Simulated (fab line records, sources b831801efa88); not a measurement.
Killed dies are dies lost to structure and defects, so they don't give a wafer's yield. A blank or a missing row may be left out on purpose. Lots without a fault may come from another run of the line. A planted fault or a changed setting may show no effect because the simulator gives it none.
fab line records | flow sky130
record lots=10 wafers=30 last_day=50
route steps=708 shown CONTACT@429 METAL1@438 PAD_OPEN@708
lots that met no fault: from a run of the same line without faults
start_h: hours from the record's first day to the start of the lot's first wafer shown | wait_h: hours since the lot's step before | " the same as in the row above | L1.1+2: a row that stands for several wafers | - no value, or no start given | * or withheld: withheld | < > ~ a bound
route shown NAME@n: a module of which the file shows steps, and the number in the route of the first | usual: mean/standard deviation of fault-free wafers | same: alike in all rows | chamber/n: place in a boat | sites: the reading at each site | _std_site: their standard deviation | _edge_site: outer sites' mean less inner sites' | radius_mm: how far each site lies from the wafer's centre | mask NAME#n: copy n | behind: the tool/chamber that last shaped the wafer | hold: why the lot was held/for how many hours/how that ended | device: the transistor (n, p or np) that didn't switch | end of line: the same wafers' tests at the end of the route | a step without rows: its recipe alone | killed: dies lost to structure and defects at the first sort, not the wafer's yield | map: a wafer's dies, x killed, . not, _ none there
set.NAME: the setting as run; set.NAME@STEP: as run at that earlier step | model.NAME: the simulator's own value behind a step, which no gauge read
steps of the route over a sample of lots; a table a step, a row a wafer
services: from which hour (start_h, from the record's first day; less than 0 if before it) a tool's chamber was out of use, for how many hours, and why
## steps
# step SKY_CONTACT_SPUTTER_23
# recipe material=TiN target_thk_nm=20 chamber_pressure_pa=5 power_w=4000 time_s=80
# usual throttle_valve_pct=30.1/0.82
# same time_s=80
# columns lot.wafer tool chamber start_h wait_h throttle_valve_pct
L999.2 pvd_sputter-03 - 743.24 0.0 30.7
L999.4 " - " " 30.1
L999.6 " - " " 30.5
L101.2 pvd_sputter-01 - 748.10 0.0 30.8
L101.3 " - " " 30.0
L101.4 " - " " 30.3
L104.4 pvd_sputter-04 - 774.50 0.0 31.0
L104.5 " - " " 30.1
L104.6 " - " " 29.6
L108.4 pvd_sputter-01 - 812.18 0.0 30.8
L108.5 " - " " 30.0
L108.6 " - " " 30.9
L109.2 pvd_sputter-01 - 812.58 0.0 29.9
L109.4 " - " " 31.0
L109.6 " - " " 29.9
L110.2 pvd_sputter-03 - 823.36 0.0 30.1
L110.5 " - " " 30.9
L110.6 " - " " 30.0
L111.2 pvd_sputter-03 - 828.49 0.0 30.5
L111.4 " - " " 30.2
L111.6 " - " " 30.7
L118.2 pvd_sputter-03 - 869.80 0.0 30.5
L118.5 " - " " 30.6
L118.6 " - " " 30.5
L121.2 pvd_sputter-04 - 904.27 0.0 27.8
L121.4 " - " " 31.2
L121.5 " - " " 29.8
L122.2 pvd_sputter-03 - 904.83 0.0 30.0
L122.4 " - " " 30.1
L122.6 " - " " 30.1
# step SKY_CONTACT_RS_MEAS_25
# recipe thk_meas_gauge=four-point-probe reads=W_of_CONTACT_CVD_24+TiN_of_CONTACT_SPUTTER_23
# usual CONTACT_W_RS=0.339/0.0042
# columns lot.wafer tool chamber start_h wait_h CONTACT_W_RS[ohm/sq]
L999.2 film_metro-04 - 743.44 0.1 0.339
L999.4 " - " " 0.336
L999.6 " - " " 0.341
L101.2 film_metro-02 - 748.29 0.1 0.335
L101.3 " - " " 0.332
L101.4 " - " " 0.340
L104.4 film_metro-04 - 774.73 0.1 0.341
L104.5 " - " " 0.339
L104.6 " - " " 0.340
L108.4 film_metro-02 - 812.41 0.1 0.347
L108.5 " - " " 0.349
L108.6 " - " " 0.348
L109.2 film_metro-04 - 812.77 0.1 0.335
L109.4 " - " " 0.334
L109.6 " - " " 0.337
L110.2 film_metro-02 - 823.56 0.1 0.337
L110.5 " - " " 0.337
L110.6 " - " " 0.345
L111.2 film_metro-02 - 828.68 0.1 0.340
L111.4 " - " " 0.340
L111.6 " - " " 0.335
L118.2 film_metro-01 - 869.99 0.1 0.338
L118.5 " - " " 0.337
L118.6 " - " " 0.338
L121.2 film_metro-01 - 904.46 0.1 0.339
L121.4 " - " " 0.337
L121.5 " - " " 0.334
L122.2 film_metro-02 - 905.02 0.1 0.334
L122.4 " - " " 0.339
L122.6 " - " " 0.335
# step SKY_CONTACT_CMP_27
# recipe stop_on=SiO2 t_overpolish_s=15 down_force_psi=3.5 platen_rpm=60 target_thk_nm=0 pad_velocity_m_s=0.94248
# usual motor_current_A=10.9/0.9 overpolish_run_s=14.998/0.0096 platen_rpm=60.01/0.041 retaining_ring_pressure_frac=0.999/0.0057 time_to_endpoint_s=80.7/2.5
# columns lot.wafer tool chamber start_h wait_h motor_current_A overpolish_run_s platen_rpm retaining_ring_pressure_frac time_to_endpoint_s
L999.2 cmp-01 1 743.60 0.0 9.6 15.006 59.99 0.991 81.0
L999.4 " 3 " " 13.0 15.002 59.96 0.989 82.9
L999.6 " 1 " " 10.0 15.016 59.96 0.992 79.2
L101.3 cmp-02 1 748.50 0.1 11.0 15.010 60.02 0.995 87.1
L101.4 " 2 " " 11.0 14.993 60.05 0.995 84.0
L101.2 " 3 " " 10.7 14.992 60.01 1.005 84.8
L104.4 cmp-01 3 774.90 0.1 12.0 15.006 60.03 1.001 84.3
L104.6 " 2 " " 10.9 15.005 59.94 0.990 82.3
L104.5 " 3 " " 12.4 15.006 60.00 1.004 85.5
L108.4 cmp-01 0 812.53 0.0 11.5 14.998 60.05 0.997 77.2
L108.6 " 0 " " 11.2 14.996 60.09 0.992 79.0
L108.5 " 1 " " 9.4 14.997 60.06 0.994 77.2
L109.4 cmp-02 2 812.98 0.1 11.1 15.010 60.01 1.000 81.4
L109.2 " 3 " " 10.5 15.008 60.00 0.994 82.4
L109.6 " 1 " " 11.4 14.999 60.00 1.000 81.9
L110.2 cmp-01 1 823.72 0.0 9.3 15.000 59.97 0.998 77.7
L110.6 " 1 " " 9.2 14.992 60.00 0.989 72.6
L110.5 " 2 " " 10.8 14.994 59.98 1.006 79.0
L111.4 cmp-02 2 828.84 0.0 10.8 15.003 60.10 1.001 82.4
L111.2 " 1 " " 11.6 15.009 59.95 1.003 85.0
L111.6 " 3 " " 10.1 15.003 60.09 0.997 84.2
L118.2 cmp-02 3 870.20 0.1 11.1 14.991 60.01 1.004 80.6
L118.6 " 2 " " 10.7 14.989 59.91 0.991 80.9
L118.5 " 3 " " 10.7 14.978 60.00 1.001 81.1
L121.2 cmp-02 3 904.62 0.0 10.1 14.995 60.02 0.991 79.7
L121.4 " 0 " " 10.4 14.994 59.99 0.993 80.5
L121.5 " 0 " " 10.1 15.010 60.02 0.991 81.0
L122.4 cmp-01 2 905.23 0.1 11.1 15.004 60.03 0.993 81.8
L122.2 " 3 " " 12.9 14.996 60.02 1.002 84.8
L122.6 " 2 " " 10.5 14.990 59.95 0.990 82.4
# step SKY_METAL1_SPUTTER_04
# recipe material=TiN target_thk_nm=70 power_w=6500 time_s=58.3 chamber_pressure_pa=0.4
# usual throttle_valve_pct=29.7/1.2
# columns lot.wafer tool chamber start_h wait_h throttle_valve_pct
L999.2 pvd_sputter-04 - 743.99 0.0 27.8
L999.4 " - " " 30.2
L999.6 " - " " 29.9
L101.2 pvd_sputter-03 - 748.85 0.0 30.5
L101.3 " - " " 30.4
L101.4 " - " " 30.5
L104.4 pvd_sputter-02 - 775.24 0.0 30.4
L104.5 " - " " 30.3
L104.6 " - " " 27.7
L108.4 pvd_sputter-04 - 812.92 0.0 30.2
L108.5 " - " " 31.3
L108.6 " - " " 30.1
L109.2 pvd_sputter-03 - 813.32 0.0 30.4
L109.4 " - " " 30.7
L109.6 " - " " 30.2
L110.2 pvd_sputter-02 - 824.11 0.0 30.6
L110.5 " - " " 28.9
L110.6 " - " " 30.4
L111.2 pvd_sputter-04 - 829.23 0.0 31.3
L111.4 " - " " 29.7
L111.6 " - " " 27.5
L118.2 pvd_sputter-02 - 870.54 0.0 30.6
L118.5 " - " " 30.6
L118.6 " - " " 27.4
L121.2 pvd_sputter-02 - 905.01 0.0 27.4
L121.4 " - " " 30.3
L121.5 " - " " 27.6
L122.2 pvd_sputter-04 - 905.57 0.0 29.6
L122.4 " - " " 30.3
L122.6 " - " " 27.6
# step SKY_METAL1_RS_MEAS_05
# recipe thk_meas_gauge=four-point-probe reads=TiN_of_METAL1_SPUTTER_04+Ti_of_METAL1_SPUTTER_03+AlCu_of_METAL1_SPUTTER_02+TiN_of_METAL1_SPUTTER_01+Ti_of_METAL1_SPUTTER_00
# usual METAL1_ALCU_RS=0.1263/0.0011
# columns lot.wafer tool chamber start_h wait_h hold METAL1_ALCU_RS[ohm/sq]
L999.2 film_metro-02 - 744.06 0.0 - 0.1262
L999.4 " - " " - 0.1261
L999.6 " - " " - 0.1273
L101.2 film_metro-04 - 748.92 0.0 - 0.1265
L101.3 " - " " - 0.1265
L101.4 " - " " - 0.1262
L104.4 film_metro-04 - 775.35 0.1 - 0.1263
L104.5 " - " " - 0.1239
L104.6 " - " " - 0.1262
L108.4 film_metro-02 - 813.03 0.1 - 0.1249
L108.5 " - " " - 0.1265
L108.6 " - " " - 0.1257
L109.2 film_metro-03 - 813.39 0.0 - 0.1288
L109.4 " - " " - 0.1271
L109.6 " - " " - 0.1270
L110.2 film_metro-04 - 824.18 0.0 - 0.1277
L110.5 " - " " - 0.1264
L110.6 " - " " - 0.1257
L111.2 film_metro-02 - 829.30 0.0 - 0.1254
L111.4 " - " " - 0.1245
L111.6 " - " " - 0.1248
L118.2 film_metro-03 - 870.61 0.0 await_dispo/0.2h/release 0.1255
L118.5 " - " " await_dispo/0.2h/release 0.1248
L118.6 " - " " await_dispo/0.2h/release 0.1268
L118.2 film_metro-03 - 870.90 0.3 - 0.1255
L118.5 " - " " - 0.1247
L118.6 " - " " - 0.1266
L121.2 film_metro-03 - 905.08 0.0 await_dispo/0.2h/release 0.1275
L121.4 " - " " await_dispo/0.2h/release 0.1268
L121.5 " - " " await_dispo/0.2h/release 0.1267
L121.2 film_metro-03 - 905.37 0.3 - 0.1278
L121.4 " - " " - 0.1270
L121.5 " - " " - 0.1267
L122.2 film_metro-02 - 905.64 0.0 - 0.1254
L122.4 " - " " - 0.1244
L122.6 " - " " - 0.1246
# step SKY_METAL1_THK_MEAS_06
# recipe thk_meas_gauge=xrf reads=AlCu_of_METAL1_SPUTTER_02
# usual METAL1_ALCU_THK=254.2/2.9
# columns lot.wafer tool chamber start_h wait_h hold METAL1_ALCU_THK[nm]
L999.2 film_metro-02 - 744.17 0.1 - 250.6
L999.4 " - " " - 251.2
L999.6 " - " " - 252.1
L101.2 film_metro-04 - 749.03 0.1 - 255.3
L101.3 " - " " - 255.2
L101.4 " - " " - 255.8
L104.4 film_metro-04 - 775.44 0.1 - 255.4
L104.5 " - " " - 261.3
L104.6 " - " " - 256.2
L108.4 film_metro-02 - 813.12 0.1 - 256.3
L108.5 " - " " - 254.6
L108.6 " - " " - 254.8
L109.2 film_metro-03 - 813.50 0.1 - 247.4
L109.4 " - " " - 252.9
L109.6 " - " " - 252.4
L110.2 film_metro-04 - 824.29 0.1 - 253.3
L110.5 " - " " - 255.2
L110.6 " - " " - 255.8
L111.2 film_metro-02 - 829.41 0.1 - 255.4
L111.4 " - " " - 256.7
L111.6 " - " " - 255.9
L118.2 film_metro-03 - 873.67 2.8 await_dispo/0.2h/release 256.8
L118.5 " - " " await_dispo/0.2h/release 257.4
L118.6 " - " " await_dispo/0.2h/release 238.4
L118.2 film_metro-03 - 873.90 0.2 - 256.3
L118.5 " - " " - 256.9
L118.6 " - " " - 236.7
L122.2 film_metro-02 - 905.75 0.1 - 254.5
L122.4 " - " " - 254.4
L122.6 " - " " - 253.0
L121.2 film_metro-03 - 907.01 1.6 await_dispo/0.2h/release 234.1
L121.4 " - " " await_dispo/0.2h/release 251.1
L121.5 " - " " await_dispo/0.2h/release 236.9
L121.2 film_metro-03 - 907.23 0.2 - 234.1
L121.4 " - " " - 250.0
L121.5 " - " " - 236.2
# step SKY_PAD_OPEN_PROBE_99
# usual defect_limited_yield=82.7/2 killed_at_M0_to_M3=42/6.8 killed_at_M4_up=3.2/1.8 killed_at_contacts=25/5.4 killed_at_front_end=15/4.5 killed_at_other=0.3/0.56 killed_dies=85/9.7 killed_open=46/7.1 killed_short=39/6.5 sort_bin_3_pad_short=0.9/0.42 sort_bin_5_function=10.4/1.5 sort_bin_6_memory=6.1/1.1 sort_n_pass=407/9.7 sort_yield_pct=82.7/2
# same gross_dies=492 killed_at_back_side=0 sort_bin_4_leakage[%]=0 sort_bin_8_speed[%]=0
# columns lot.wafer tool chamber start_h wait_h defect_limited_yield[%] killed_at_M0_to_M3 killed_at_M4_up killed_at_contacts killed_at_front_end killed_at_other killed_dies killed_open killed_short sort_bin_3_pad_short[%] sort_bin_5_function[%] sort_bin_6_memory[%] sort_n_pass sort_yield_pct[%]
L101.2 prober-01 - 1086.53 0.1 82.5 46 3 22 14 1 86 43 43 0.2 10.6 6.7 406 82.5
L101.3 prober-01 - 1086.58 0.2 82.7 42 4 27 12 0 85 33 52 1.4 10.6 5.3 407 82.7
L101.4 prober-01 - 1086.63 0.2 82.3 37 5 22 23 0 87 47 40 0.8 11.0 5.9 405 82.3
L110.2 prober-02 - 1141.94 0.1 84.1 36 4 25 12 1 78 48 30 0.8 10.2 4.9 414 84.1
L110.5 prober-02 - 1142.09 0.2 80.7 48 7 21 19 0 95 47 48 1.0 10.4 7.9 397 80.7
L110.6 prober-02 - 1142.14 0.2 84.6 38 1 24 13 0 76 45 31 0.4 8.5 6.5 416 84.6
L111.2 prober-01 - 1143.14 0.1 81.1 37 3 36 17 0 93 59 34 0.4 12.4 6.1 399 81.1
L111.4 prober-01 - 1143.24 0.2 83.7 29 3 31 17 0 80 39 41 0.4 8.5 7.3 412 83.7
L111.6 prober-01 - 1143.34 0.2 83.1 41 2 22 18 0 83 45 38 1.0 9.8 6.1 409 83.1
L121.5 prober-02 - 1198.24 0.2 81.9 43 1 27 18 0 89 47 42 1.6 10.2 6.3 403 81.9
# killed by level:class
L101.2 CONTACT:geometric_particle:open=10 METAL1:geometric_particle:short=8 VIA1:geometric_particle:open=8 METAL2:geometric_particle:short=8 VIA3:geometric_particle:open=7 LOCAL_INTERCONNECT:geometric_particle:short=4 VIA2:geometric_particle:short=4 FIELD_ISO:geometric_particle:open=3
L101.3 LI_CONTACT:geometric_particle:open=8 METAL2:geometric_particle:short=8 METAL3:geometric_particle:short=7 LI_CONTACT:geometric_particle:short=5 CONTACT:geometric_particle:open=5 CONTACT:geometric_particle:short=5 VIA2:geometric_particle:open=5 LOCAL_INTERCONNECT:geometric_particle:short=4
L101.4 POLY_GATE:geometric_particle:short=7 CONTACT:geometric_particle:open=7 CONTACT:geometric_particle:short=7 LI_CONTACT:geometric_particle:open=6 VIA1:geometric_particle:open=6 METAL2:geometric_particle:open=6 VIA3:geometric_particle:open=6 FIELD_ISO:geometric_particle:open=5
L110.2 VIA1:geometric_particle:open=13 CONTACT:geometric_particle:open=10 VIA2:geometric_particle:open=8 LI_CONTACT:geometric_particle:open=5 LOCAL_INTERCONNECT:geometric_particle:short=5 VIA2:geometric_particle:short=4 CONTACT:geometric_particle:short=4 POLY_GATE:geometric_particle:short=3
L110.5 VIA1:geometric_particle:open=15 CONTACT:geometric_particle:open=7 POLY_GATE:geometric_particle:open=6 METAL2:geometric_particle:short=6 FIELD_ISO:geometric_particle:short=5 VIA1:geometric_particle:short=5 VIA3:geometric_particle:short=5 METAL4:geometric_particle:short=5
L110.6 CONTACT:geometric_particle:open=11 VIA3:geometric_particle:open=10 VIA2:geometric_particle:open=8 VIA1:geometric_particle:open=6 CONTACT:geometric_particle:short=5 POLY_GATE:geometric_particle:open=4 LI_CONTACT:geometric_particle:open=4 LOCAL_INTERCONNECT:geometric_particle:short=4
L111.2 CONTACT:geometric_particle:open=16 LI_CONTACT:geometric_particle:open=10 VIA3:geometric_particle:open=10 VIA1:geometric_particle:open=7 POLY_GATE:geometric_particle:short=6 POLY_GATE:geometric_particle:open=5 METAL1:geometric_particle:short=5 LOCAL_INTERCONNECT:geometric_particle:short=5
L111.4 CONTACT:geometric_particle:open=9 LI_CONTACT:geometric_particle:open=7 CONTACT:geometric_particle:short=7 LOCAL_INTERCONNECT:geometric_particle:short=6 VIA3:geometric_particle:open=6 VIA1:geometric_particle:open=5 FIELD_ISO:geometric_particle:short=4 METAL1:geometric_particle:short=4
L111.6 VIA3:geometric_particle:open=11 CONTACT:geometric_particle:open=10 FIELD_ISO:geometric_particle:short=6 VIA2:geometric_particle:open=6 METAL3:geometric_particle:short=6 FIELD_ISO:geometric_particle:open=5 METAL1:geometric_particle:short=5 VIA1:geometric_particle:open=4
L121.5 VIA1:geometric_particle:open=12 FIELD_ISO:geometric_particle:open=7 LI_CONTACT:geometric_particle:open=7 LI_CONTACT:geometric_particle:short=6 METAL2:geometric_particle:short=5 LOCAL_INTERCONNECT:geometric_particle:short=5 CONTACT:geometric_particle:open=5 METAL1:geometric_particle:short=5
## services
# columns tool chamber start_h hours kind
pvd_sputter-04 3 725.53 - consumable_replace:kit
pvd_sputter-04 3 725.53 18.0 scheduled_down
pvd_sputter-04 3 725.53 18.0 vent_cycle
cmp-02 - 744.00 4.0 pm
pvd_sputter-03 - 745.26 2.9 repair
cmp-02 - 748.00 - consumable_replace:conditioner
cmp-02 - 748.00 - consumable_replace:pad
pvd_sputter-04 - 752.80 1.0 repair
pvd_sputter-01 - 761.34 2.3 repair
pvd_sputter-03 - 766.32 23.6 repair
cmp-02 - 781.76 1.7 repair
pvd_sputter-03 - 788.46 3.2 repair
pvd_sputter-01 - 790.33 3.9 repair
pvd_sputter-03 - 814.06 7.5 repair
pvd_sputter-01 - 822.19 1.8 repair
pvd_sputter-03 3 832.59 - consumable_replace:kit
pvd_sputter-03 3 832.59 18.0 scheduled_down
pvd_sputter-03 3 832.59 18.0 vent_cycle
cmp-02 - 839.38 2.3 repair
cmp-02 - 856.23 11.6 pm
pvd_sputter-01 - 857.49 0.5 repair
pvd_sputter-02 - 891.58 9.5 repair
cmp-01 - 896.85 4.7 pm
pvd_sputter-01 - 897.41 1.5 repair
## key
first_sign step=SKY_METAL1_RS_MEAS_05 reading=visit direction=added
effect step=SKY_METAL1_THK_MEAS_06 reading=visit direction=added
effect step=SKY_METAL1_THK_MEAS_06 reading=METAL1_ALCU_THK direction=down sigmas=6.1 usual=254.2 struck=236.4
met_at SKY_METAL1_SPUTTER_04
struck_lots L118,L121
struck_wafers L118.6,L121.2,L121.5
not_acting_at SKY_CONTACT_SPUTTER_23,SKY_CONTACT_RS_MEAS_25,SKY_CONTACT_CMP_27
onset_between 775.24 870.54
fault kind=process_parameter_drift tool=pvd_sputter-02 chamber=- onset_h=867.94 steps=SKY_METAL1_SPUTTER_04 channel=target_thk_nm offset=29.107 shape=step end_h=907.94 acts_in=these_recipes_only stated=70 scope=struck_wafers_only
